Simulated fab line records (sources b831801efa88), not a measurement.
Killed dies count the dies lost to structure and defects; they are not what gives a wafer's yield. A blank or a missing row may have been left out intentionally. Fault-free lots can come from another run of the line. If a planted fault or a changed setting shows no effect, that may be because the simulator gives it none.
What tool caused it? + flow gf180mcu + 14 lots with 42 wafers sampled at 5 steps, on a route of 602 steps

WHAT THE GAUGES SHOWED, per wafer
GF_STI_THK_MEAS_02.
| lot  | measured    | on            | STI_OXIDATION_THK (nm) |
|------|-------------|---------------|------------------------|
| L211 | day 1 11:31 | film-metro-03 | 10.30 10.31 10.35      |
| L212 | day 1 16:31 | film-metro-04 | 10.16 10.11 10.06      |
| L213 | day 1 21:31 | film-metro-04 | 10.01 9.86 9.91        |
| L217 | day 2 17:53 | film-metro-04 | 9.89 9.87 9.81         |
| L220 | day 3 08:44 | film-metro-03 | 9.91 10.15 10.06       |
| L221 | day 3 13:53 | film-metro-03 | 9.94 10.19 10.07       |
| L222 | day 3 19:26 | film-metro-03 | 9.95 9.98 9.92         |
| L223 | day 4 00:27 | film-metro-04 | 10.08 10.30 10.01      |
| L224 | day 4 04:31 | film-metro-02 | 10.36 10.15 10.05      |
| L225 | day 4 11:13 | film-metro-02 | 9.88 9.79 9.60         |
| L228 | day 5 00:31 | film-metro-04 | 9.59 9.31 9.60         |
| L232 | day 5 22:01 | film-metro-03 | 10.31 9.89 10.09       |
| L233 | day 6 02:04 | film-metro-03 | 10.01 10.10 9.83       |
| L234 | day 6 06:31 | film-metro-02 | 10.29 10.40 10.12      |

GF_VT_IMPLANT_OVL_MEAS_07.
| lot  | measured     | on         | VT_IMPLANT_OVL (nm) |
|------|--------------|------------|---------------------|
| L211 | day 5 12:44  | overlay-02 | 1.1 -0.8 2.7        |
| L212 | day 5 22:27  | overlay-01 | -1.2 -0.9 0.0       |
| L213 | day 6 01:00  | overlay-02 | -3.2 -3.1 -1.5      |
| L217 | day 7 02:25  | overlay-01 | 1.0 1.9 0.5         |
| L220 | day 7 20:49  | overlay-01 | -3.2 -3.0 -2.8      |
| L221 | day 8 04:15  | overlay-02 | -1.9 0.2 -1.4       |
| L222 | day 8 09:58  | overlay-01 | 0.9 -0.1 -0.3       |
| L223 | day 8 15:01  | overlay-02 | 2.7 4.1 -2.0        |
| L224 | day 8 20:57  | overlay-02 | -0.9 -0.7 -2.3      |
| L225 | day 9 05:54  | overlay-02 | 1.2 -1.1 -2.4       |
| L228 | day 10 02:03 | overlay-02 | -0.2 -1.3 -1.8      |
| L232 | day 11 00:57 | overlay-01 | -0.4 -0.7 -1.5      |
| L233 | day 11 07:13 | overlay-02 | 0.0 -0.9 -0.1       |
| L234 | day 11 18:08 | overlay-02 | -1.8 -2.3 -2.6      |

GF_HV_LDD_TW_MEAS_38.
| lot  | measured     | on            | HV_LDD_3_TW    |
|------|--------------|---------------|----------------|
| L211 | day 11 10:08 | film-metro-04 | 1452 1451 1460 |
| L212 | day 11 21:46 | film-metro-03 | 1424 1426 1416 |
| L213 | day 12 00:47 | film-metro-04 | 1444 1447 1453 |
| L217 | day 13 07:59 | film-metro-04 | 1441 1434 1440 |
| L220 | day 14 08:59 | film-metro-04 | 1454 1451 1462 |
| L221 | day 14 17:07 | film-metro-04 | 1449 1465 1457 |
| L222 | day 15 03:30 | film-metro-03 | 1426 1424 1435 |
| L223 | day 15 08:07 | film-metro-03 | 1432 1442 1437 |
| L224 | day 15 19:33 | film-metro-03 | 1410 1409 1405 |
| L225 | day 16 06:22 | film-metro-03 | 1401 1402 1410 |
| L228 | day 17 19:32 | film-metro-03 | 1442 1431 1431 |
| L232 | day 18 14:18 | film-metro-01 | 1414 1414 1409 |
| L233 | day 18 21:48 | film-metro-01 | 1414 1424 1419 |
| L234 | day 19 09:27 | film-metro-01 | 1417 1422 1426 |

GF_HV_LDD_RS_MEAS_53: the measuring method here is four-point-probe.
| lot  | measured     | on            | HV_LDD_RS (ohm/sq) |
|------|--------------|---------------|--------------------|
| L211 | day 12 05:16 | film-metro-01 | 420.9 420.4 420.2  |
| L212 | day 12 17:09 | film-metro-04 | 420.6 419.7 421.3  |
| L213 | day 12 20:24 | film-metro-04 | 420.2 420.0 420.3  |
| L217 | day 14 03:22 | film-metro-01 | 419.3 419.9 420.0  |
| L220 | day 15 06:04 | film-metro-04 | 422.5 420.3 421.7  |
| L221 | day 15 13:33 | film-metro-04 | 418.7 419.5 418.7  |
| L222 | day 16 01:14 | film-metro-04 | 418.8 419.7 419.8  |
| L223 | day 16 06:56 | film-metro-03 | 418.8 417.3 418.2  |
| L224 | day 16 18:30 | film-metro-03 | 424.6 424.9 424.2  |
| L225 | day 17 05:39 | film-metro-04 | 424.6 424.9 425.3  |
| L228 | day 18 19:02 | film-metro-03 | 420.2 419.5 419.0  |
| L232 | day 19 14:15 | film-metro-01 | 420.2 419.4 419.4  |
| L233 | day 19 22:41 | film-metro-01 | 418.3 419.9 419.7  |
| L234 | day 20 10:18 | film-metro-04 | 420.9 420.9 421.5  |

TOOL THAT RAN EACH LOT (tool first, then ch and the chambers of the sampled wafers, then the start)
| lot  | GF_HV_LDD_IMPLANT_33            |
|------|---------------------------------|
| L211 | implanter-01 ch 0, day 11 09:24 |
| L212 | implanter-02 ch 0, day 11 21:05 |
| L213 | implanter-03 ch 0, day 12 00:05 |
| L217 | implanter-03 ch 0, day 13 07:19 |
| L220 | implanter-03 ch 0, day 14 08:18 |
| L221 | implanter-01 ch 0, day 14 16:25 |
| L222 | implanter-03 ch 0, day 15 02:45 |
| L223 | implanter-02 ch 0, day 15 07:27 |
| L224 | implanter-03 ch 0, day 15 18:51 |
| L225 | implanter-03 ch 0, day 16 05:40 |
| L228 | implanter-01 ch 0, day 17 18:51 |
| L232 | implanter-01 ch 0, day 18 13:36 |
| L233 | implanter-02 ch 0, day 18 21:09 |
| L234 | implanter-02 ch 0, day 19 08:45 |
- GF_HV_LDD_IMPLANT_33

AS READ BY THE TOOLS THEMSELVES (means over the sampled wafers that have a number; for cases with no such wafer, the mark the record gives instead)
GF_HV_LDD_IMPLANT_33.
| lot  | tool         | beam-on-s (s) | faraday-current-uA | rotation-deg (degrees) |
|------|--------------|---------------|--------------------|------------------------|
| L211 | implanter-01 | 9.93          | 42.6               | 0.009                  |
| L212 | implanter-02 | 10.12         | 41.8               | 0.015                  |
| L213 | implanter-03 | 9.91          | 42.6               | 0.007                  |
| L217 | implanter-03 | 9.95          | 42.5               | -0.017                 |
| L220 | implanter-03 | 9.91          | 42.6               | -0.006                 |
| L221 | implanter-01 | 10.02         | 42.3               | 0.004                  |
| L222 | implanter-03 | 9.92          | 42.6               | 0.013                  |
| L223 | implanter-02 | 9.89          | 42.9               | 0.016                  |
| L224 | implanter-03 | 7.85          | 53.8               | 0.011                  |
| L225 | implanter-03 | 7.73          | 54.5               | 0.015                  |
| L228 | implanter-01 | 9.97          | 42.4               | -0.009                 |
| L232 | implanter-01 | 10.11         | 41.8               | 0.008                  |
| L233 | implanter-02 | 10.01         | 42.2               | 0.019                  |
| L234 | implanter-02 | 10.14         | 41.7               | -0.024                 |

THE ANSWER, worked out from the rows above alone
Rule: the usual values come from the lots themselves. Put in order of their means at a reading, lots are off if they are a third of the lots or fewer, leave a main group of 4 or more, and stand apart from it by a gap of 3 or more times the standard deviation of the main group's means; of several such gaps the widest counts. The tables above print the reading to a certain number of digits; a main group whose means all agree to those digits is not used. Also off: a lot with no number at a reading for which 4 or more lots have one. The other lots that the step has rows for count as sound. The gauges are gone through in route order, then the tools' own readings, and for those a lot's mean is taken as printed above. At the first step where some lot is off, the reading lying furthest off is the one used; lots without a number count as furthest.
Off: L224, L225, seen at GF_HV_LDD_RS_MEAS_53 (HV_LDD_RS). The main group: mean 419.9 ohm/sq, standard deviation 0.9.
A tool fits if, at a process step before that reading, it ran every lot that is off, and no sound lot after the first of them. The gauges at GF_HV_LDD_RS_MEAS_53 aren't tried: what is off there is off at GF_HV_LDD_IMPLANT_33 too, on other tools, and a gauge's error can't cause that. One fits: implanter-03 at GF_HV_LDD_IMPLANT_33. A fault onset in the window from L222 (day 15 02:45, its last sound lot) to L224 (day 15 18:51, its first lot off) fits.
The tool's own readings at GF_HV_LDD_IMPLANT_33 bear it out: on the lots that are off they differ by more than 5 times the standard deviation of the sound lots' means. beam-on-s reads 7.79 s there against 9.99 s on the sound lots; faraday-current-uA reads 54.1 there against 42.3 on the sound lots.

WHAT WAS PUT IN BY THE SIMULATOR
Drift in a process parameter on implanter-03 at GF_HV_LDD_IMPLANT_33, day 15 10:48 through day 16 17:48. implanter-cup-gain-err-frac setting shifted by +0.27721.
Lots struck among those shown: L224, L225. The rule above found the same.
